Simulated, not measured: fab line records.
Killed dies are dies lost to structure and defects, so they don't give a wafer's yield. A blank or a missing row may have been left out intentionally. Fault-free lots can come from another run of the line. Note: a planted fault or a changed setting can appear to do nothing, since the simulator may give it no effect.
Which of the tools did it? | flow sky130 | 39 wafers from 13 lots sampled at 6 of the route's 708 steps

## WHAT THE GAUGES READ, wafer by wafer
SKY_VT_ADJUST_HVTP_OVL_MEAS_08. Usual: for VT_ADJUST_HVTP_OVL the level is -0.2 nm and the standard deviation is 1.4.
lot  | measured     | on         | VT_ADJUST_HVTP_OVL (nm) | flag
L448 | day 5 21:40  | overlay-01 | 0.4 -1.2 -1.0           | 
L449 | day 6 10:23  | overlay-01 | -1.7 -1.2 -2.4          | 
L451 | day 7 10:46  | overlay-02 | -0.1 0.6 -0.1           | 
L452 | day 8 00:22  | overlay-02 | -0.9 -1.0 -0.5          | 
L454 | day 8 03:52  | overlay-02 | 2.2 3.1 2.0             | 
L455 | day 8 04:10  | overlay-02 | 1.4 0.7 1.3             | 
L456 | day 8 07:46  | overlay-01 | -2.7 -2.0 -3.6          | 
L460 | day 9 08:37  | overlay-01 | 1.6 -0.3 0.6            | 
L466 | day 11 11:49 | overlay-02 | -0.7 -1.3 -0.8          | 
L467 | day 11 18:52 | overlay-01 | 1.0 -1.1 -0.8           | 
L468 | day 11 20:52 | overlay-02 | 1.3 -0.9 -2.0           | 
L469 | day 11 21:10 | overlay-02 | 0.6 -0.9 0.0            | 
L470 | day 11 23:34 | overlay-01 | -0.8 -0.7 -1.6          | 

SKY_VT_ADJUST_LVTN_TW_MEAS_10. Usual: for VT_ADJUST_LVTN_TW the level is 243.2 and the standard deviation is 1.6.
lot  | measured     | on           | VT_ADJUST_LVTN_TW | flag
L448 | day 6 16:52  | filmMetro-04 | 246.3 245.9 244.6 | 
L449 | day 7 04:59  | filmMetro-01 | 242.4 242.3 242.5 | 
L451 | day 8 06:52  | filmMetro-04 | 243.1 244.1 245.5 | 
L452 | day 8 21:44  | filmMetro-04 | 244.3 244.6 244.4 | 
L454 | day 9 01:10  | filmMetro-01 | 242.1 243.1 243.9 | 
L455 | day 9 01:47  | filmMetro-01 | 242.6 243.8 242.5 | 
L456 | day 9 05:20  | filmMetro-04 | 30.4 30.3 30.4    | OFF
L460 | day 10 06:29 | filmMetro-04 | 244.8 244.6 246.2 | 
L466 | day 12 12:56 | filmMetro-01 | 243.8 244.8 245.2 | 
L467 | day 12 20:05 | filmMetro-01 | 243.9 244.6 243.9 | 
L468 | day 12 21:49 | filmMetro-01 | 244.9 244.3 245.0 | 
L469 | day 12 21:58 | filmMetro-02 | 239.8 241.8 241.6 | 
L470 | day 13 00:14 | filmMetro-04 | 245.2 243.1 244.4 | 

SKY_SD_P_CD_MEAS_07 targets a cd of 380 nm. Usual: cdNm 379.4 nm, standard deviation 2.6.
lot  | measured     | on       | cdNm (nm)         | flag
L448 | day 24 23:05 | cdSem-02 | 379.4 378.7 378.0 | 
L449 | day 26 07:02 | cdSem-01 | 381.8 381.7 380.0 | 
L451 | day 27 10:33 | cdSem-02 | 378.1 377.8 378.0 | 
L452 | day 28 06:59 | cdSem-01 | 386.2 380.8 382.7 | 
L454 | day 28 09:47 | cdSem-01 | 379.2 379.7 379.9 | 
L455 | day 28 09:02 | cdSem-02 | 378.3 376.8 379.3 | 
L456 | day 28 13:37 | cdSem-01 | 381.1 380.9 381.7 | 
L460 | day 29 19:15 | cdSem-01 | 382.0 381.8 380.6 | 
L466 | day 32 05:11 | cdSem-01 | 377.7 379.3 377.6 | 
L467 | day 32 14:15 | cdSem-01 | 381.6 380.4 380.2 | 
L468 | day 32 19:12 | cdSem-02 | 375.5 377.8 379.9 | 
L469 | day 32 18:18 | cdSem-01 | 378.4 376.7 378.5 | 
L470 | day 32 20:40 | cdSem-01 | 379.1 379.3 379.1 | 

## WHAT TOOL EACH LOT RAN ON (gives the tool, then ch and the chambers of the sampled wafers, and finally the start)
lot  | SKY_VT_ADJUST_HVTP_STRIP_10         | SKY_VT_ADJUST_LVTN_STRIP_09         | SKY_LDD_HVP_STRIP_09
L448 | plasmaAsher-04 ch 0,1, day 5 21:51  | plasmaAsher-03 ch 0, day 6 16:46    | plasmaAsher-01 ch 0,1, day 21 03:14
L449 | plasmaAsher-01 ch 0,1, day 6 10:35  | plasmaAsher-02 ch 0,1, day 7 04:54  | plasmaAsher-03 ch 0,1, day 21 19:51
L451 | plasmaAsher-01 ch 1, day 7 10:57    | plasmaAsher-03 ch 0,1, day 8 06:46  | plasmaAsher-03 ch 0,1, day 23 15:34
L452 | plasmaAsher-01 ch 0,1, day 8 00:35  | plasmaAsher-01 ch 0,1, day 8 21:39  | plasmaAsher-04 ch 0,1, day 24 11:34
L454 | plasmaAsher-04 ch 0,1, day 8 04:02  | plasmaAsher-02 ch 0,1, day 9 01:04  | plasmaAsher-01 ch 0,1, day 24 15:13
L455 | plasmaAsher-04 ch 0,1, day 8 04:20  | plasmaAsher-02 ch 0,1, day 9 01:41  | plasmaAsher-01 ch 0, day 24 13:14
L456 | plasmaAsher-04 ch 0,1, day 8 07:57  | plasmaAsher-03 ch 0,1, day 9 05:13  | plasmaAsher-03 ch 0,1, day 24 21:07
L460 | plasmaAsher-03 ch 0,1, day 9 08:48  | plasmaAsher-01 ch 0, day 10 06:22   | plasmaAsher-04 ch 0, day 26 04:25
L466 | plasmaAsher-01 ch 0,1, day 11 12:02 | plasmaAsher-01 ch 0,1, day 12 12:51 | plasmaAsher-01 ch 0,1, day 28 16:13
L467 | plasmaAsher-01 ch 0, day 11 19:03   | plasmaAsher-01 ch 0,1, day 12 19:59 | plasmaAsher-03 ch 0,1, day 29 02:37
L468 | plasmaAsher-04 ch 0,1, day 11 21:05 | plasmaAsher-01 ch 1, day 12 21:43   | plasmaAsher-03 ch 1, day 29 05:10
L469 | plasmaAsher-01 ch 1, day 11 21:21   | plasmaAsher-03 ch 0,1, day 12 21:52 | plasmaAsher-03 ch 0,1, day 29 04:13
L470 | plasmaAsher-01 ch 0,1, day 11 23:47 | plasmaAsher-03 ch 0,1, day 13 00:09 | plasmaAsher-01 ch 0,1, day 29 08:24
- SKY_VT_ADJUST_HVTP_STRIP_10: strips in O2/N2.
- SKY_VT_ADJUST_LVTN_STRIP_09: strips in O2/N2.
- SKY_LDD_HVP_STRIP_09: strips in O2/N2.

## AS READ BY THE TOOLS THEMSELVES (means over the sampled wafers that have a number; for cases with no such wafer, the mark the record gives instead)
SKY_VT_ADJUST_HVTP_STRIP_10. Usual: chamberPressureMTorr 1500.2 mTorr, standard deviation 1.3; drypumpMotorCurrentA 5.7 A, standard deviation 0.48; oesProductAu 0.715 a.u., standard deviation 0.0043; stripTimeToEndpointS 14.18 s, standard deviation 0.043.
lot  | tool           | chamberPressureMTorr (mTorr) | drypumpMotorCurrentA (A) | oesProductAu (a.u.) | stripTimeToEndpointS (s) | flag
L448 | plasmaAsher-04 | 1500.5                       | 5.4                      | 0.718               | 14.16                    | 
L449 | plasmaAsher-01 | 1500.6                       | 5.7                      | 0.713               | 14.17                    | 
L451 | plasmaAsher-01 | 1501.4                       | 5.9                      | 0.719               | 14.09                    | 
L452 | plasmaAsher-01 | 1499.9                       | 5.8                      | 0.715               | 14.15                    | 
L454 | plasmaAsher-04 | 1498.6                       | 5.3                      | 0.714               | 14.18                    | 
L455 | plasmaAsher-04 | 1499.1                       | 5.8                      | 0.721               | 14.19                    | 
L456 | plasmaAsher-04 | 1505.6                       | 5.8                      | 0.902               | -                        | OFF
L460 | plasmaAsher-03 | 1498.7                       | 6.1                      | 0.718               | 14.17                    | 
L466 | plasmaAsher-01 | 1500.3                       | 5.8                      | 0.716               | 14.16                    | 
L467 | plasmaAsher-01 | 1500.5                       | 5.6                      | 0.716               | 14.16                    | 
L468 | plasmaAsher-04 | 1499.7                       | 5.8                      | 0.712               | 14.20                    | 
L469 | plasmaAsher-01 | 1500.0                       | 5.9                      | 0.715               | 14.25                    | 
L470 | plasmaAsher-01 | 1501.2                       | 5.7                      | 0.716               | 14.18                    | 

SKY_VT_ADJUST_LVTN_STRIP_09. Usual: chamberPressureMTorr 1499.9 mTorr, standard deviation 1.4; drypumpMotorCurrentA 5.80 A, standard deviation 0.3; oesProductAu 0.722 a.u., standard deviation 0.0043; stripTimeToEndpointS 36.96 s, standard deviation 0.086.
lot  | tool           | chamberPressureMTorr (mTorr) | drypumpMotorCurrentA (A) | oesProductAu (a.u.) | stripTimeToEndpointS (s) | flag
L448 | plasmaAsher-03 | 1500.5                       | 6.21                     | 0.718               | 36.87                    | 
L449 | plasmaAsher-02 | 1498.0                       | 5.40                     | 0.722               | 36.79                    | 
L451 | plasmaAsher-03 | 1500.4                       | 5.95                     | 0.720               | 36.99                    | 
L452 | plasmaAsher-01 | 1499.5                       | 5.77                     | 0.720               | 36.88                    | 
L454 | plasmaAsher-02 | 1499.4                       | 5.38                     | 0.722               | 36.92                    | 
L455 | plasmaAsher-02 | 1500.9                       | 5.37                     | 0.721               | 36.95                    | 
L456 | plasmaAsher-03 | 1502.0                       | 6.06                     | 0.722               | 49.92                    | OFF
L460 | plasmaAsher-01 | 1500.0                       | 5.61                     | 0.719               | 36.95                    | 
L466 | plasmaAsher-01 | 1501.2                       | 5.70                     | 0.725               | 36.99                    | 
L467 | plasmaAsher-01 | 1500.2                       | 5.69                     | 0.724               | 37.11                    | 
L468 | plasmaAsher-01 | 1499.6                       | 5.86                     | 0.721               | 36.99                    | 
L469 | plasmaAsher-03 | 1500.4                       | 6.07                     | 0.724               | 36.82                    | 
L470 | plasmaAsher-03 | 1498.5                       | 6.07                     | 0.724               | 37.09                    | 

SKY_LDD_HVP_STRIP_09. Usual: chamberPressureMTorr 1500.0 mTorr, standard deviation 1.2; drypumpMotorCurrentA 5.8 A, standard deviation 0.44; oesProductAu 0.409 a.u., standard deviation 0.0041; stripTimeToEndpointS 4.137 s, standard deviation 0.016.
lot  | tool           | chamberPressureMTorr (mTorr) | drypumpMotorCurrentA (A) | oesProductAu (a.u.) | stripTimeToEndpointS (s) | flag
L448 | plasmaAsher-01 | 1500.4                       | 5.8                      | 0.410               | 4.135                    | 
L449 | plasmaAsher-03 | 1500.2                       | 6.1                      | 0.409               | 4.147                    | 
L451 | plasmaAsher-03 | 1499.2                       | 6.1                      | 0.409               | 4.143                    | 
L452 | plasmaAsher-04 | 1501.0                       | 5.3                      | 0.407               | 4.120                    | 
L454 | plasmaAsher-01 | 1499.3                       | 5.7                      | 0.408               | 4.154                    | 
L455 | plasmaAsher-01 | 1501.0                       | 5.6                      | 0.412               | 4.134                    | 
L456 | plasmaAsher-03 | 1501.5                       | 6.1                      | 0.404               | 4.117                    | 
L460 | plasmaAsher-04 | 1500.0                       | 6.3                      | 0.412               | 4.123                    | 
L466 | plasmaAsher-01 | 1499.4                       | 5.7                      | 0.406               | 4.148                    | 
L467 | plasmaAsher-03 | 1501.3                       | 5.9                      | 0.409               | 4.161                    | 
L468 | plasmaAsher-03 | 1500.8                       | 5.8                      | 0.408               | 4.133                    | 
L469 | plasmaAsher-03 | 1501.0                       | 6.1                      | 0.407               | 4.138                    | 
L470 | plasmaAsher-01 | 1500.2                       | 5.8                      | 0.407               | 4.126                    | 

## THE ANSWER, worked out from the rows above alone
Rule: take the mean of a lot's wafers that have a number; if it is more than 3 standard deviations from the usual mean, the lot is off. Also off: a lot with no number at a reading for which 4 or more lots have one. The other lots that the step has rows for count as sound. Order of review: gauges by route order, followed by the tools' own readings, for which a lot's mean as printed above is used. At the first step where some lot is off, the reading lying furthest off is the one used; lots without a number count as furthest.
Off: at SKY_VT_ADJUST_LVTN_TW_MEAS_10 (VT_ADJUST_LVTN_TW), L456.
If a tool, at a process step before that reading, ran all the lots that are off and no sound lot after the first of them, it fits. Not tried: the gauges at SKY_VT_ADJUST_LVTN_TW_MEAS_10; whatever is off there is also off at SKY_VT_ADJUST_HVTP_STRIP_10, on other tools, and gauge error can't account for it. Not one of the candidates tried fits.

## WHAT THE SIMULATOR HAD INSERTED
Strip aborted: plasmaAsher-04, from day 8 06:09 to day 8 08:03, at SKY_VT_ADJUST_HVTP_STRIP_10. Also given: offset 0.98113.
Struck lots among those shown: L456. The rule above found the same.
